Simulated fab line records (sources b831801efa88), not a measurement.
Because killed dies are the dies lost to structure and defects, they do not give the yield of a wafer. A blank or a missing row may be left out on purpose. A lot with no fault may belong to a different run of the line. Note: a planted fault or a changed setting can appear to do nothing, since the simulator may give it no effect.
Matching of chambers :: flow gf180mcu :: GF_M5_ETCH_09 on rieDiel-04 has 4 sister chambers
The step etches Si3N4 in CF4/O2, target depth 52 nm, time 11.6 s. 8 wafers are shown with their chamber, then 11 later ones without.

WAFERS, EACH WITH ITS CHAMBER
wafer: L083.6
chamber: 3
drypumpMotorCurrentA (A): 5.7
oesProductAu (a.u.): 0.994

wafer: L089.5
chamber: 1
drypumpMotorCurrentA (A): 6.6
oesProductAu (a.u.): 1.020

wafer: L090.2
chamber: 3
drypumpMotorCurrentA (A): 5.7
oesProductAu (a.u.): 0.997

wafer: L090.5
chamber: 2
drypumpMotorCurrentA (A): 5.1
oesProductAu (a.u.): 1.007

wafer: L091.2
chamber: 2
drypumpMotorCurrentA (A): 5.1
oesProductAu (a.u.): 0.979

wafer: L091.3
chamber: 0
drypumpMotorCurrentA (A): 6.0
oesProductAu (a.u.): 1.006

wafer: L091.6
chamber: 1
drypumpMotorCurrentA (A): 6.5
oesProductAu (a.u.): 1.005

wafer: L092.1
chamber: 0
drypumpMotorCurrentA (A): 6.0
oesProductAu (a.u.): 1.004

WAFERS WHOSE CHAMBER IS MISSING
wafer: L092.4
drypumpMotorCurrentA (A): 5.1
oesProductAu (a.u.): 0.992

wafer: L092.5
drypumpMotorCurrentA (A): 6.5
oesProductAu (a.u.): 1.007

wafer: L093.3
drypumpMotorCurrentA (A): 5.1
oesProductAu (a.u.): 0.985

wafer: L093.4
drypumpMotorCurrentA (A): 6.0
oesProductAu (a.u.): 1.004

wafer: L093.6
drypumpMotorCurrentA (A): 5.1
oesProductAu (a.u.): 0.988

wafer: L095.2
drypumpMotorCurrentA (A): 6.0
oesProductAu (a.u.): 1.020

wafer: L095.3
drypumpMotorCurrentA (A): 5.7
oesProductAu (a.u.): 1.004

wafer: L095.6
drypumpMotorCurrentA (A): 6.0
oesProductAu (a.u.): 1.014

wafer: L097.4
drypumpMotorCurrentA (A): 6.6
oesProductAu (a.u.): 1.012

wafer: L097.5
drypumpMotorCurrentA (A): 6.5
oesProductAu (a.u.): 1.027

wafer: L097.6
drypumpMotorCurrentA (A): 6.0
oesProductAu (a.u.): 1.007

THE CHAMBER EACH PASSED THROUGH
wafer: L092.4
from the rows above: 2
in truth: 2

wafer: L092.5
from the rows above: 1
in truth: 1

wafer: L093.3
from the rows above: 2
in truth: 2

wafer: L093.4
from the rows above: 0
in truth: 0

wafer: L093.6
from the rows above: 2
in truth: 2

wafer: L095.2
from the rows above: 0
in truth: 0

wafer: L095.3
from the rows above: 3
in truth: 3

wafer: L095.6
from the rows above: 0
in truth: 0

wafer: L097.4
from the rows above: 1
in truth: 1

wafer: L097.5
from the rows above: 1
in truth: 1

wafer: L097.6
from the rows above: 0
in truth: 0
11 of 11 placed correctly. Left unplaced by these rows: 0. Placed wrongly: 0.
How it was worked out, from the rows above alone: a wafer's distance from a chamber is the root of the sum, over the readings, of the square of ((its reading less the chamber's mean) divided by the reading's scatter). The wafer belongs to the nearest chamber; if the next one is less than 2 further off, it can't be placed. A chamber's mean is the mean of its shown wafers. How the scatter is found: for the shown wafers, subtract from each reading the mean of its chamber, square and add these, divide the total by (wafers less chambers), then take the root.
